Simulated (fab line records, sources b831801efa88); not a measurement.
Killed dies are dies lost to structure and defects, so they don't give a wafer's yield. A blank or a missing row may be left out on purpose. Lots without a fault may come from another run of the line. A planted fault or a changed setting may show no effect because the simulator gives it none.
One fault seen from 2 desks | flow sky130 | each desk has only its own numbers; what lay behind them comes last

THE METROLOGY DESK
What the gauges read, lot by lot, whatever tool the lot ran on: means of the sampled wafers that have a number. A lot is out of limits, marked OUT, if its mean lies more than 4 standard deviations from the usual mean; the brackets give that distance.
Columns: A = LOCAL_INTERCONNECT_OVL at SKY_LOCAL_INTERCONNECT_OVL_MEAS_12, usual -3 nm; B = VIA1_HDPCVD_THK at SKY_VIA1_THK_MEAS_01, usual 1025 nm
lot  | first seen here | A   | B
L983 | day 30 12:27    | -3  | 1046
L987 | day 31 22:42    | -12 | 867 (-14) OUT
L990 | day 33 00:59    | 1   | 863 (-15) OUT
L991 | day 33 06:39    | -3  | 862 (-15) OUT
L998 | day 36 05:34    | -0  | 1015
L100 | day 36 05:55    | -4  | 1042
L999 | day 36 06:49    | 2   | 1025
L101 | day 36 14:14    | 1   | 1029
L102 | day 36 15:31    | -5  | 1032
L105 | day 37 17:28    | -3  | 1003
L106 | day 37 19:12    | 0   | 1032
This desk's finding: out of limits on L987, L990, L991; first on L987, day 34 08:28 (VIA1_HDPCVD_THK at SKY_VIA1_THK_MEAS_01). In limits: L983, L998, L100, L999, L101, L102, L105, L106.

THE TOOL OWNER'S DESK: hdpcvd-02
The tool's own readings at SKY_VIA1_HDPCVD_00 (deposits SiO2, target thk 1030 nm, time 171.7 s): means of the sampled wafers that have a number, for each lot that ran on this tool. A lot is out of limits, marked OUT, if its mean lies more than 4 standard deviations from the usual mean; the brackets give that distance.
Columns: A = sih4_flow_sccm at SKY_VIA1_HDPCVD_00, usual 59.98 sccm
lot  | first seen here | A
L983 | day 32 22:44    | 60.10
L987 | day 34 08:21    | 50.96 (-53) OUT
L990 | day 35 10:29    | 51.10 (-52) OUT
L991 | day 35 14:55    | 51.02 (-53) OUT
L998 | day 38 13:05    | 59.95
L100 | day 38 13:24    | 59.86
L999 | day 38 14:32    | 59.98
L102 | day 38 23:10    | 60.00
L106 | day 40 02:00    | 60.00
This desk's finding: out of limits on L987, L990, L991; first on L987, day 34 08:21 (sih4_flow_sccm at SKY_VIA1_HDPCVD_00). In limits: L983, L998, L100, L999, L102, L106.

PUT TOGETHER
The tool owner's desk could have raised an alarm at day 34 08:21, on L987, L990, L991.
The metrology desk could have raised an alarm at day 34 08:28, on L987, L990, L991.
Of the lots named, all ran SKY_VIA1_HDPCVD_00 on hdpcvd-02.

WHAT THE SIMULATOR HAD PUT IN
Process parameter drift: hdpcvd-02, from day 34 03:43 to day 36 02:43, at SKY_VIA1_HDPCVD_00. Setting sih4_flow_sccm, moved by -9, from 60. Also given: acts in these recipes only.
Lots struck among those shown: L987, L990, L991.
Hours from the fault's start to each desk's first reading out of limits: the tool owner's desk, 5; the metrology desk, 5.
